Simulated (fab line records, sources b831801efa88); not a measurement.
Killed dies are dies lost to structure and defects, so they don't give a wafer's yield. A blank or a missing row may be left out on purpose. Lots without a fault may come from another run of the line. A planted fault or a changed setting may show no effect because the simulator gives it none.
Split-lot experiment | flow sky130 | 5 lots, 23 wafers read, on a route of 708 steps

THE SPLIT
At SKY_POLY_GATE_ETCH_15 (etches BARC in N2/H2, stops on SiO2, time 118.5 s, target depth 110 nm), the setting time_s was moved away from the recipe's 118.5 s on 10 of the 23 wafers read, by -14.8% to +5.6%. The other wafers ran this setting at the recipe's value.

The reading is taken at the split's own step.

THE READING
oes_product_au, in a.u., at SKY_POLY_GATE_ETCH_15 (etches BARC in N2/H2, stops on SiO2, time 118.5 s, target depth 110 nm). Fault-free wafers of this fab line usually give 0.716 a.u., standard deviation 0.0044 a.u..

wafer  | tool, chamber at the split | time_s as run, s | against the recipe | oes_product_au, a.u. | against lot-mates on the recipe
L076.1 | rie_diel-04, 2             | 125.1            | +5.6%              | 0.712                | -0.004
L076.2 | rie_diel-04, 1             | 118.5            | recipe             | 0.713                | -
L076.3 | rie_diel-04, 3             | 118.5            | recipe             | 0.718                | -
L076.5 | rie_diel-04, 1             | 125.1            | +5.6%              | 0.715                | -0.001
L076.6 | rie_diel-04, 2             | 125.1            | +5.6%              | 0.713                | -0.003
L077.2 | rie_diel-03, 2             | 101              | -14.8%             | 0.777                | +0.065
L077.3 | rie_diel-03, 0             | 118.5            | recipe             | 0.713                | -
L077.4 | rie_diel-03, 3             | 118.5            | recipe             | 0.712                | -
L077.5 | rie_diel-03, 3             | 101              | -14.8%             | 0.766                | +0.054
L077.6 | rie_diel-03, 0             | 101              | -14.8%             | 0.773                | +0.061
L079.2 | rie_diel-04, 2             | 118.5            | recipe             | 0.715                | -
L079.3 | rie_diel-04, 0             | 103.4            | -12.7%             | 0.774                | +0.058
L079.4 | rie_diel-04, 3             | 103.4            | -12.7%             | 0.769                | +0.053
L079.5 | rie_diel-04, 2             | 118.5            | recipe             | 0.717                | -
L079.6 | rie_diel-04, 1             | 118.5            | recipe             | 0.715                | -
L081.2 | rie_diel-04, 1             | 118.5            | recipe             | 0.719                | -
L081.4 | rie_diel-04, 2             | 118.5            | recipe             | 0.713                | -
L081.6 | rie_diel-04, 2             | 118.5            | recipe             | 0.709                | -
L085.1 | rie_diel-01, 1             | 118.5            | recipe             | 0.716                | -
L085.2 | rie_diel-01, 3             | 113.6            | -4.1%              | 0.733                | +0.013
L085.4 | rie_diel-01, 0             | 113.6            | -4.1%              | 0.732                | +0.012
L085.5 | rie_diel-01, 1             | 118.5            | recipe             | 0.721                | -
L085.6 | rie_diel-01, 0             | 118.5            | recipe             | 0.723                | -

THE FIT
A straight line over all 23 wafers: oes_product_au changes by -0.00348 a.u. for each +1% of time_s; r = -0.96; the points scatter about the line by 0.0072 a.u..
The same after taking each lot's own level away (the mean of its wafers on the recipe; 23 wafers): -0.00358 a.u. for each +1%; r = -0.96; scatter 0.0073 a.u..
On that fit, the largest move of time_s shifts the reading by 0.053 a.u..
The lots' own levels span 0.7125 to 0.7200 a.u., that is 1.7 times the standard deviation above.
So the lot-to-lot level changes the slope little: the two slopes agree.
Check: with one of the wafers moved furthest among these (-14.8%) left out of the fit, the line predicts +0.0548 a.u. for it against its lot-mates. It came out at +0.0645 a.u. against them.
Tool readings at the split's step, against how far the setting was moved: oes_product_au r = -0.96.

OTHER SPLITS ON THESE WAFERS
These wafers also went through other splits before the reading. Each is held against what the fit with the lots' levels taken away leaves over:
other split on the same wafers  | wafers away from the commonest value | r with oes_product_au (lot level and that fit taken away)
SKY_POLY_GATE_EXPOSE_10 dose_mj | 10                                   | -0.02

THE WHOLE CHAIN: every reading that the file lists as answering this split, in the file's order
step                   | what it does                                                                | reading                                                                                | change (the file's fit)                   | r (the file's)
SKY_POLY_GATE_ETCH_15  | etches BARC in N2/H2, stops on SiO2, time 118.5 s, target depth 110 nm      | oes_product_au                                                                         | -0.00384 a.u. for each +1% of the setting | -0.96
SKY_POLY_GATE_ETCH_15  | etches BARC in N2/H2, stops on SiO2, time 118.5 s, target depth 110 nm      | KrF-thick_of_POLY_GATE_COAT_08.thk_nm (the simulator's own value, which no gauge read) | -0.94 nm for each +1% of the setting      | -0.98
SKY_POLY_GATE_ETCH_16  | etches Si3N4 in CH3F/O2, stops on poly-Si, time 147.5 s, target depth 75 nm | KrF-thick_of_POLY_GATE_COAT_08.thk_nm (the simulator's own value, which no gauge read) | -1 nm for each +1% of the setting         | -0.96
SKY_POLY_GATE_STRIP_18 | strips in O2/N2                                                             | strip_time_to_endpoint_s                                                               | withheld for each +1% of the setting      | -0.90

THE FILE'S OWN FIT
oes_product_au changes by -0.00384 a.u. for each +1% of time_s, r = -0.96.
